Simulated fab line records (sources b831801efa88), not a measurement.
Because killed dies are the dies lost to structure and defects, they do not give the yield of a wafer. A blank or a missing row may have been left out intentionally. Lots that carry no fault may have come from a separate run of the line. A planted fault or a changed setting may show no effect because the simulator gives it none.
Split-lot study | flow sky130 | route with 708 steps; 5 lots, 23 wafers read

## ON THE SPLIT
At SKY_SONOS_ONO_DEVELOP_12 (develop time 60 s), the setting devTempC was moved away from the recipe's 23 C on 10 of the 23 wafers read, by -15.3% to +11.0%. The other wafers ran this setting at the recipe's value.

The file shows no step between the split and the reading.

## THE READING
At SKY_SONOS_ONO_CD_MEAS_13: cdNm in nanometres, against a target cd of 410 nm. Typical for fault-free wafers on this fab line: 409.7 nm, with standard deviation 2.2 nm.

wafer  | tool, chamber at the split | devTempC as run, C | against the recipe | cdNm, nm | against lot-mates on the recipe
L077.1 | lithoTrack-04, 0           | 20.26              | -11.9%             | 401.6    | -7.1
L077.2 | lithoTrack-04, 0           | 23                 | recipe             | 410.1    | -
L077.3 | lithoTrack-04, 0           | 23                 | recipe             | 408.8    | -
L077.5 | lithoTrack-04, 0           | 23                 | recipe             | 407.3    | -
L077.6 | lithoTrack-04, 0           | 20.26              | -11.9%             | 400.0    | -8.7
L079.1 | lithoTrack-04, 0           | 24.57              | +6.8%              | 416.7    | +6.4
L079.2 | lithoTrack-04, 0           | 24.57              | +6.8%              | 416.4    | +6.1
L079.3 | lithoTrack-04, 0           | 23                 | recipe             | 409.8    | -
L079.4 | lithoTrack-04, 0           | 24.57              | +6.8%              | 416.8    | +6.5
L079.6 | lithoTrack-04, 0           | 23                 | recipe             | 410.8    | -
L080.1 | lithoTrack-02, 0           | 25.52              | +11.0%             | 418.4    | +9.4
L080.2 | lithoTrack-02, 0           | 23                 | recipe             | 409.1    | -
L080.4 | lithoTrack-02, 0           | 25.52              | +11.0%             | 414.3    | +5.3
L080.5 | lithoTrack-02, 0           | 25.52              | +11.0%             | 418.7    | +9.7
L080.6 | lithoTrack-02, 0           | 23                 | recipe             | 408.8    | -
L084.1 | lithoTrack-04, 0           | 23                 | recipe             | 410.9    | -
L084.3 | lithoTrack-04, 0           | 19.48              | -15.3%             | 401.7    | -8.0
L084.4 | lithoTrack-04, 0           | 23                 | recipe             | 407.6    | -
L084.5 | lithoTrack-04, 0           | 19.48              | -15.3%             | 401.9    | -7.8
L084.6 | lithoTrack-04, 0           | 23                 | recipe             | 410.5    | -
L085.3 | lithoTrack-01, 0           | 23                 | recipe             | 407.0    | -
L085.4 | lithoTrack-01, 0           | 23                 | recipe             | 406.8    | -
L085.5 | lithoTrack-01, 0           | 23                 | recipe             | 407.9    | -

THE FIT
A straight line over all 23 wafers: cdNm changes by +0.671 nm for each +1% of devTempC; r = +0.94; the points scatter about the line by 1.9 nm.
The same after taking each lot's own level away (the mean of its wafers on the recipe; 23 wafers): +0.662 nm for each +1%; r = +0.96; scatter 1.4 nm.
According to that fit, moving devTempC by its largest amount changes the reading by 10 nm.
The lots' own levels span 407.23 to 410.30 nm, that is 1.4 times the standard deviation above.
The two slopes are in agreement: the lot-to-lot level therefore moves the slope only a little.
Check: for one of the wafers moved furthest among these (-15.3%), held out of the fit, the line's prediction against its lot-mates is -10.1 nm. Against them it came out at -7.97 nm.

## OTHER SPLITS APPLIED TO THESE WAFERS
Other splits were also applied to these wafers ahead of the reading. Each is held against what the fit with the lots' levels taken away leaves over:
other split on the same wafers           | wafers away from the commonest value | r with cdNm (lot level and that fit taken away)
SKY_VT_ADJUST_LVTN_DEVELOP_17 devTempC   | 9                                    | +0.14
SKY_VT_ADJUST_NCORE_DEVELOP_06 devTempC  | 11                                   | +0.00
SKY_VT_ADJUST_HVTR_STRIP_10 powerW       | 8                                    | +0.11
SKY_VT_ADJUST_PCH_IMPLANT_08 energyKev   | 10                                   | +0.00
SKY_SONOS_TUNNEL_DEVELOP_06 developTimeS | 8                                    | +0.07
SKY_SONOS_ONO_OXIDATION_00 tempC         | 15                                   | -0.20
SKY_SONOS_ONO_CVD_02 timeS               | 15                                   | -0.13

## THE WHOLE CHAIN: every reading that the file lists as answering this split, in the file's order
step                     | what it does                                                       | reading                                                         | change (the file's fit)               | r (the file's)
SKY_SONOS_ONO_CD_MEAS_13 | target cd 410 nm                                                   | cdNm                                                            | +0.64 nm for each +1% of the setting  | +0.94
SKY_SONOS_ONO_ETCH_15    | etches the open film in CHF3/O2, target depth 19.52 nm, time 7.8 s | SONOS_ONO.cdNm (the simulator's own value, which no gauge read) | +0.645 nm for each +1% of the setting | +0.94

## FILE'S OWN FIT
cdNm changes by +0.64 nm for each +1% of devTempC, r = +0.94.
